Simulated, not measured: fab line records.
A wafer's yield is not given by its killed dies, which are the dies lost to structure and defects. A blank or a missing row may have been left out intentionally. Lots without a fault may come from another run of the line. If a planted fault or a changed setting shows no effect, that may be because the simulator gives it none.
Chamber matching ; flow sky130 ; SKY_LI_CONTACT_CMP_02 on cmp-02: 4 sister chambers
The step polishes PSG. 14 wafers are shown with their chamber, then 7 later ones without.

== EACH WAFER AND ITS CHAMBER ==
wafer;chamber;motor-current-A (A);time-to-endpoint-s (s)
L416.1;2;10.7;46
L416.3;0;13.1;31
L416.6;3;10.5;42
L421.2;1;11.6;35
L421.3;3;9.4;36
L421.4;0;13.4;29
L429.2;0;13.2;33
L429.4;3;10.0;35
L429.6;2;10.9;40
L436.1;1;12.0;31
L436.2;0;13.7;27
L436.4;3;10.2;35
L437.2;0;13.3;32
L437.3;1;12.6;36

SIGNATURES (averages over the wafers above)
reading;chamber 0;chamber 1;chamber 2;chamber 3;scatter within a chamber
motor-current-A;13.340;12.067;10.800;10.025;0.372
time-to-endpoint-s;30.40;34.00;43.00;37.00;2.99
Rule: distance of a wafer from a chamber = root of the sum over the readings of ((wafer's reading minus chamber's mean) / reading's scatter) squared. If the next closest chamber is less than 2 further off than the closest, the wafer can't be placed; otherwise it belongs to the closest. The scatter is the square root of a quotient: the sum, over the shown wafers, of each reading's squared deviation from its chamber's mean, divided by wafers minus chambers.

== WAFERS WITH NO CHAMBER GIVEN ==
wafer;motor-current-A (A);time-to-endpoint-s (s)
L437.6;13.6;30
L438.1;10.4;39
L438.3;12.4;27
L438.5;12.7;31
L439.2;10.2;35
L439.3;10.7;39
L439.4;12.4;32

== WHICH CHAMBER EACH WENT THROUGH ==
wafer;from the rows above;in truth
L437.6;0;0
L438.1;can't be placed: 3 or 2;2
L438.3;can't be placed: 1 or 0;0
L438.5;can't be placed: 0 or 1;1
L439.2;3;3
L439.3;can't be placed: 2 or 3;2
L439.4;can't be placed: 1 or 0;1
Correct placement for 2 of the 7. Cannot be placed on the basis of these rows: 5; the candidates contain the true chamber in 5. 0 placed wrongly.
